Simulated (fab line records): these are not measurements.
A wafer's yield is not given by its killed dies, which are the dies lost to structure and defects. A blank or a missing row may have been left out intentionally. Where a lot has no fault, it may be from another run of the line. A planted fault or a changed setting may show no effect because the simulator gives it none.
fab line records	flow sfq-line
[record] lots = 14	wafers = 42	last-day = 88
route steps=325 shown A5B@211 R5@215 I5@235 C5@245
lots untouched by any fault: they come from a run of this same line in which no faults occurred
start-h: hours from the record's first day to the start of the lot's first wafer shown	wait-h: hours elapsed since this lot's preceding step	" unchanged from the row above	L1.1+2: a single row standing in for several wafers	- no value present, or no start provided	* or withheld: withheld	< > ~ a bound
route shown NAME@n: a module of which the file shows steps, and the number in the route of the first	usual: mean/standard deviation taken from wafers without a fault	same: alike in all rows	chamber/n: place in a boat	sites: readings site by site	_std_site: the standard deviation of these	_edge_site: inner sites' mean taken away from outer sites' mean	radius-mm: for every site, how far away it sits from the centre of the wafer	mask NAME#n: copy n	behind: tool/chamber where the wafer was last shaped	hold: the reason the lot was held/the length of the hold in hours/how it ended	device: transistor that didn't switch, given as n, p or np	end of line: tests run on the same wafers once the route is complete	a step given without rows: its recipe and nothing more	killed: dies that structure and defects cost at the first sort, which is not the same as the wafer's yield	map: per-die view of a wafer (x killed, . not killed, _ where there is no die)
set.NAME: the run value of the setting; set.NAME@STEP: its run value at that earlier step	model.NAME: the simulator's own value behind a step, which no gauge read
route steps across a sampled set of lots; one table per step, one row per wafer
services: when a tool's chamber went out of use (start-h, in hours from the record's first day, below 0 if earlier), for how many hours, and the reason
[[steps]]
[step SFQ_TRILAYER_A5B_METRO_MEASURE_131]
[usual] thk-nm = 341/5.2
lot.wafer	tool	chamber	start-h	wait-h	thk-nm
L637.1	film-metro-04	-	1425.23	2.5	333
L637.4	"	-	"	"	337
L637.5	"	-	"	"	333
L639.3	film-metro-02	-	1437.63	2.9	345
L639.5	"	-	"	"	344
L639.6	"	-	"	"	343
L641.1	film-metro-02	-	1440.23	2.5	339
L641.2	"	-	"	"	335
L641.3	"	-	"	"	343
L643.1	film-metro-02	-	1548.12	1.0	344
L643.3	"	-	"	"	339
L643.5	"	-	"	"	341
L646.3	film-metro-02	-	1564.12	1.9	342
L646.4	"	-	"	"	352
L646.6	"	-	"	"	343
L647.1	film-metro-04	-	1566.72	1.5	347
L647.5	"	-	"	"	348
L647.6	"	-	"	"	349
L648.3	film-metro-04	-	1570.25	2.4	336
L648.4	"	-	"	"	335
L648.6	"	-	"	"	334
L650.1	film-metro-04	-	1575.85	2.0	338
L650.2	"	-	"	"	344
L650.3	"	-	"	"	339
L653.2	film-metro-02	-	1592.00	1.2	342
L653.5	"	-	"	"	336
L653.6	"	-	"	"	338
L654.1	film-metro-02	-	1594.21	2.0	343
L654.2	"	-	"	"	346
L654.4	"	-	"	"	350
L655.2	film-metro-04	-	1638.80	1.2	344
L655.3	"	-	"	"	352
L655.6	"	-	"	"	347
L658.2	film-metro-04	-	1682.00	2.7	341
L658.3	"	-	"	"	343
L658.6	"	-	"	"	344
L659.1	film-metro-03	-	1683.98	2.5	348
L659.2	"	-	"	"	345
L659.4	"	-	"	"	345
L660.1	film-metro-02	-	1789.67	2.0	356
L660.2	"	-	"	"	352
L660.5	"	-	"	"	348
[step SFQ_R5_RS_MEAS_933]
[recipe] thk-meas-gauge = four-point-probe	reads = Ti_of_TRILAYER_R5_DEP_SPUTTER_134+MoNx_of_TRILAYER_R5_DEP_SPUTTER_133+Ti_of_TRILAYER_R5_DEP_SPUTTER_132
[usual] R5_MONX_RS = 7.05/0.062
lot.wafer	tool	chamber	start-h	wait-h	R5_MONX_RS[ohm/sq]
L637.1	film-metro-01	-	1426.52	0.0	7.14
L637.4	"	-	"	"	7.09
L637.5	"	-	"	"	7.10
L639.3	film-metro-03	-	1438.56	0.0	6.99
L639.5	"	-	"	"	6.98
L639.6	"	-	"	"	7.01
L641.1	film-metro-03	-	1441.52	0.0	7.03
L641.2	"	-	"	"	7.09
L641.3	"	-	"	"	7.05
L643.1	film-metro-01	-	1549.41	0.0	7.05
L643.3	"	-	"	"	7.01
L643.5	"	-	"	"	6.96
L646.3	film-metro-03	-	1565.06	0.0	6.95
L646.4	"	-	"	"	7.05
L646.6	"	-	"	"	7.05
L647.1	film-metro-03	-	1568.02	0.0	7.07
L647.5	"	-	"	"	6.94
L647.6	"	-	"	"	7.08
L648.3	film-metro-03	-	1571.18	0.0	7.00
L648.4	"	-	"	"	6.98
L648.6	"	-	"	"	7.10
L650.1	film-metro-01	-	1577.14	0.0	6.97
L650.2	"	-	"	"	7.05
L650.3	"	-	"	"	7.02
L653.2	film-metro-03	-	1593.11	0.0	7.15
L653.5	"	-	"	"	7.05
L653.6	"	-	"	"	7.11
L654.1	film-metro-03	-	1595.52	0.0	7.06
L654.2	"	-	"	"	7.06
L654.4	"	-	"	"	6.99
L655.2	film-metro-03	-	1639.92	0.0	7.00
L655.3	"	-	"	"	7.02
L655.6	"	-	"	"	7.07
L658.2	film-metro-01	-	1683.11	0.0	7.07
L658.3	"	-	"	"	7.13
L658.6	"	-	"	"	7.13
L659.1	film-metro-04	-	1685.27	0.0	7.10
L659.2	"	-	"	"	7.06
L659.4	"	-	"	"	7.09
L660.1	film-metro-04	-	1790.96	0.0	7.03
L660.2	"	-	"	"	7.01
L660.5	"	-	"	"	7.00
[step SFQ_I5_OVL_MEAS_936]
[usual] I5_OVL = 1/4
lot.wafer	tool	chamber	start-h	wait-h	I5_OVL[nm]
L637.1	overlay-02	-	1549.23	0.1	2
L637.4	"	-	"	"	2
L637.5	"	-	"	"	5
L639.3	overlay-01	-	1561.93	0.1	-4
L639.5	"	-	"	"	0
L639.6	"	-	"	"	-4
L641.1	overlay-01	-	1566.72	0.1	-3
L641.2	"	-	"	"	-1
L641.3	"	-	"	"	-3
L643.1	overlay-01	-	1692.17	0.1	2
L643.3	"	-	"	"	2
L643.5	"	-	"	"	-2
L646.3	overlay-02	-	1695.78	0.1	-2
L646.4	"	-	"	"	1
L646.6	"	-	"	"	3
L647.1	overlay-02	-	1696.97	0.1	0
L647.5	"	-	"	"	-1
L647.6	"	-	"	"	-1
L648.3	overlay-01	-	1699.38	0.1	-2
L648.4	"	-	"	"	-1
L648.6	"	-	"	"	-4
L650.1	overlay-02	-	1704.17	0.1	2
L650.2	"	-	"	"	2
L650.3	"	-	"	"	4
L653.2	overlay-01	-	1716.17	0.1	3
L653.5	"	-	"	"	2
L653.6	"	-	"	"	6
L654.1	overlay-01	-	1719.77	0.1	4
L654.2	"	-	"	"	6
L654.4	"	-	"	"	7
L655.2	overlay-01	-	1752.67	0.1	7
L655.3	"	-	"	"	6
L655.6	"	-	"	"	9
L658.2	overlay-02	-	1810.27	0.1	0
L658.3	"	-	"	"	3
L658.6	"	-	"	"	4
L659.1	overlay-01	-	1811.46	0.1	-2
L659.2	"	-	"	"	-1
L659.4	"	-	"	"	0
L660.1	overlay-02	-	1902.67	0.1	0
L660.2	"	-	"	"	6
L660.5	"	-	"	"	0
[step SFQ_TRILAYER_C5_LITHO_DEVELOP_153]
[recipe] time-s = 60	resist = KrF
[usual] chill-plate-temp-C = 23.00/0.1	exhaust-pa = 45.0/0.85
lot.wafer	tool	chamber	start-h	wait-h	chill-plate-temp-C	exhaust-pa
L637.1	litho-track-01	0	1672.69	0.1	23.01	44.0
L637.4	"	0	"	"	22.87	45.2
L637.5	"	0	"	"	22.99	45.5
L639.3	litho-track-04	0	1682.47	0.1	23.04	46.1
L639.5	"	0	"	"	22.96	46.5
L639.6	"	0	"	"	22.96	45.5
L641.1	litho-track-04	0	1685.57	0.1	22.86	43.4
L641.2	"	0	"	"	22.85	43.7
L641.3	"	0	"	"	23.08	44.4
L643.1	litho-track-03	0	1695.27	0.1	23.05	43.2
L643.3	"	0	"	"	23.00	45.4
L643.5	"	0	"	"	23.03	45.4
L646.3	litho-track-03	0	1699.69	0.1	22.99	45.2
L646.4	"	0	"	"	23.01	44.5
L646.6	"	0	"	"	23.08	44.8
L647.1	litho-track-03	0	1700.84	0.1	23.04	44.8
L647.5	"	0	"	"	22.98	44.3
L647.6	"	0	"	"	22.94	44.2
L648.3	litho-track-03	0	1703.12	0.1	22.73	44.8
L648.4	"	0	"	"	22.86	45.2
L648.6	"	0	"	"	22.85	44.6
L650.1	litho-track-04	0	1708.06	0.1	23.03	45.8
L650.2	"	0	"	"	23.05	46.8
L650.3	"	0	"	"	23.12	45.2
L653.2	litho-track-03	-	1719.29	0.1	-	-
L653.5	"	-	"	"	-	-
L653.6	"	-	"	"	-	-
L654.1	litho-track-03	-	1722.87	0.1	-	-
L654.2	"	-	"	"	-	-
L654.4	"	-	"	"	-	-
L655.2	litho-track-01	0	1859.62	0.1	23.04	44.1
L655.3	"	0	"	"	23.07	44.5
L655.6	"	0	"	"	22.98	45.4
L658.2	litho-track-04	0	1914.94	0.1	22.99	44.2
L658.3	"	0	"	"	23.04	44.6
L658.6	"	0	"	"	22.88	43.8
L659.1	litho-track-03	0	1916.12	0.1	23.02	44.0
L659.2	"	0	"	"	23.03	44.5
L659.4	"	0	"	"	23.02	44.0
L660.1	litho-track-01	0	1939.02	0.1	22.95	44.8
L660.2	"	0	"	"	22.97	45.1
L660.5	"	0	"	"	22.99	46.1
[[services]]
tool	chamber	start-h	hours	kind
film-metro-02	-	1402.59	1.6	pm
film-metro-03	-	1435.43	0.2	pm
film-metro-03	-	1440.06	1.1	pm
film-metro-02	-	1443.81	3.7	repair
film-metro-03	-	1444.26	1.2	pm
film-metro-02	-	1455.60	1.0	pm
film-metro-04	-	1478.71	2.0	pm
film-metro-04	-	1508.43	5.6	repair
film-metro-04	-	1514.01	0.8	pm
film-metro-02	-	1601.16	1.1	pm
film-metro-02	-	1632.09	1.8	pm
film-metro-04	-	1640.82	0.6	pm
film-metro-04	-	1642.82	0.8	pm
film-metro-02	-	1646.35	0.4	pm
film-metro-02	-	1700.60	0.5	pm
film-metro-04	-	1720.08	1.0	repair
film-metro-04	-	1758.93	0.4	pm
film-metro-02	-	1816.27	1.8	repair
film-metro-02	-	1823.22	2.6	repair
film-metro-04	-	1841.65	1.4	repair
film-metro-02	-	1846.16	0.3	pm
film-metro-04	-	1885.82	0.3	pm
film-metro-04	-	1887.82	0.9	pm
film-metro-02	-	1892.54	1.6	pm
[[key]]
[first-sign] step = SFQ_TRILAYER_C5_LITHO_DEVELOP_153	reading = tool-record	direction = missing
effect none on later readings
met-at SFQ_TRILAYER_C5_LITHO_DEVELOP_153
struck-lots L653,L654
not-acting-at SFQ_TRILAYER_A5B_METRO_MEASURE_131,SFQ_R5_RS_MEAS_933,SFQ_I5_OVL_MEAS_936
onset-between 1703.12 1719.29
[fault] kind = skipped-step-whole	tool = litho-track-03	chamber = -	onset-h = 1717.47	steps = SFQ_TRILAYER_C5_LITHO_DEVELOP_153	scope = struck-lots-only
